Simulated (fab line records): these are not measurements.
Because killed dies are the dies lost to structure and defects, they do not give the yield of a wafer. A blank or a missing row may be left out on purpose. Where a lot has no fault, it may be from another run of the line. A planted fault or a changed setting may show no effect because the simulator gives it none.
A lot that was struck, set against a sound lot -- flow sky130 -- 17 out of 708 route steps
Sound: these wafers, L927.2, L927.4, L927.6. Wafers L933.2, L933.3, L933.4 were the ones struck. At the end, the cause is stated.
Order at every step that has rows: each side's tool, ch and its chambers, its first start. Under that, the readings that differ: sound wafers -- struck wafers -- difference of the means -- sigmas: that difference in standard deviations of wafers without a fault.
alike: readings whose means differ by less than 2 such deviations, and words and numbers that are the same on both sides. not compared: withheld readings, readings that some wafer has no value for, bounds like >300 that may hide the same value, and numbers for which the record gives no deviation and whose values overlap.
The two part at a step that has a row with sigmas, a row that says differs or no value, or rows on one side only. Numbers that don't overlap but have no deviation are shown without sigmas and don't part them. A reading that every wafer of one side lacks parts them only if that side has two wafers or more.

first, 5 steps without rows for these wafers: SKY_SD_N_COAT_02 (resist thk 1140 nm); SKY_SD_N_SOFTBAKE_03 (time 60 s); SKY_SD_N_EXPOSE_04 (exposes mask NSDM, target cd 380 nm); SKY_SD_N_PEB_05; SKY_SD_N_DEVELOP_06 (develop time 60 s).
SKY_SD_N_CD_MEAS_07: the cd target is 380 nm.
  sound: cdSem-01 at day 29 22:44; struck: cdSem-01 at day 31 20:05
reading,sound,struck,difference,sigmas
cdNm (nm),378.8 378.6 377.3,382.2 384.1 381.9,+4.5,+2
SKY_SD_N_OVL_MEAS_08:
  sound: overlay-02 at day 29 22:50; struck: overlay-02 at day 31 20:11
  alike: SD_N_OVL
then, 2 steps without rows for these wafers: SKY_SD_N_IMPLANT_09; SKY_SD_N_IMPLANT_10.
SKY_SD_N_STRIP_11: strips in O2/N2.
  sound on plasmaAsher-01 ch 0,1, day 29 23:10; struck on plasmaAsher-01 ch 0,1, day 31 20:49
reading,sound,struck,difference,sigmas
stripTimeToEndpointS (s),22.53 22.54 22.55,22.66 22.65 22.65,+0.11,+3
  alike: drypumpMotorCurrentA, oesProductAu
  not compared: rfHoursCounterH
SKY_SD_N_TW_MEAS_12:
  sound: filmMetro-01 at day 29 23:17; struck: filmMetro-01 at day 31 20:56
  alike: SD_N_TW
then, 1 step without rows for these wafers: SKY_SD_N_CLEAN_13 (cleans in SC1/SC2, time 150 s).
SKY_SD_N_RTA_14: time 2 s.
  sound on rtpAnneal-01 ch 0, day 29 23:23; struck on rtpAnneal-01 ch 0, day 31 21:02
reading,sound,struck,difference,sigmas
lampPowerPct (%),15.73 15.74 15.67,15.81 15.94 15.81,+0.14,+3
wafer_temp_C_max,1075.6 1077.9 1077.9,1088.1 1086.2 1087.8,+10.2,+9
SKY_SD_N_RS_MEAS_16: a four-point-probe measurement.
  sound: filmMetro-03 at day 29 23:34; struck: filmMetro-02 at day 31 21:13
reading,sound,struck,difference,sigmas
SD_N_RS (ohm/sq),68.48 68.50 68.64,67.02 67.04 67.12,-1.48,-12
SKY_SD_N_RS_MEAS_17: a four-point-probe measurement.
  sound: filmMetro-03 at day 29 23:41; struck: filmMetro-02 at day 31 21:20
reading,sound,struck,difference,sigmas
SD_P_RS (ohm/sq),146.4 146.8 146.8,139.5 139.1 139.2,-7.4,-22
SKY_SD_N_RS_MEAS_18: a four-point-probe measurement.
  sound: filmMetro-03 at day 29 23:49; struck: filmMetro-02 at day 31 21:28
  alike: RES_XHIGH_RS
-- a jump in the record: the struck wafers' starts before and after are 17 days apart (it breaks off in module SD_N and resumes in module PAD_OPEN, where the first step shown is number 708 of the route) --
SKY_PAD_OPEN_PROBE_99:
  sound: prober-01 at day 47 06:29; struck: prober-01 at day 48 14:52
reading,sound,struck,difference,sigmas
model.etest.resXhighPo.lineOhmUm,5630 5589 5626,5065 5084 5025,-557,
model.etest.resXhighPo.rsOhmSq,1967 1971 1964,1792 1755 1747,-203,
model.etest.resPdiff.lineOhmUm,1388 1360 1356,1247 1282 1269,-102,
model.etest.resHighPo.lineOhmUm,732.9 737 734.3,672.5 678.4 679.9,-57.8,
model.etest.liconHighPo.rcOhm,337.8 362.3 345.1,305.8 305.2 312,-40.7,
model.etest.resHighPo.rsOhmSq,256.6 259.6 258.7,239.7 238.9 235.8,-20.2,
model.etest.resPdiffHv.rsOhmSq,188 189.1 190.4,180.9 182.4 181.5,-7.6,
  alike: killed_at_M0_to_M3, killed_at_M4_up, killedAtContacts, killedAtFrontEnd, killedAtOther, killedDies, killedOnRim, killedOpen, killedShort
  not compared: model.etest.pfet_01v8.rOnOhmUm

WHERE THEY PART
Last at SKY_SD_N_RS_MEAS_17 as far as this record goes, first at SKY_SD_N_CD_MEAS_07. Later steps at which nothing parts them and some readings are alike: SKY_SD_N_RS_MEAS_18, SKY_PAD_OPEN_PROBE_99.

WHY: the cause the simulator had injected
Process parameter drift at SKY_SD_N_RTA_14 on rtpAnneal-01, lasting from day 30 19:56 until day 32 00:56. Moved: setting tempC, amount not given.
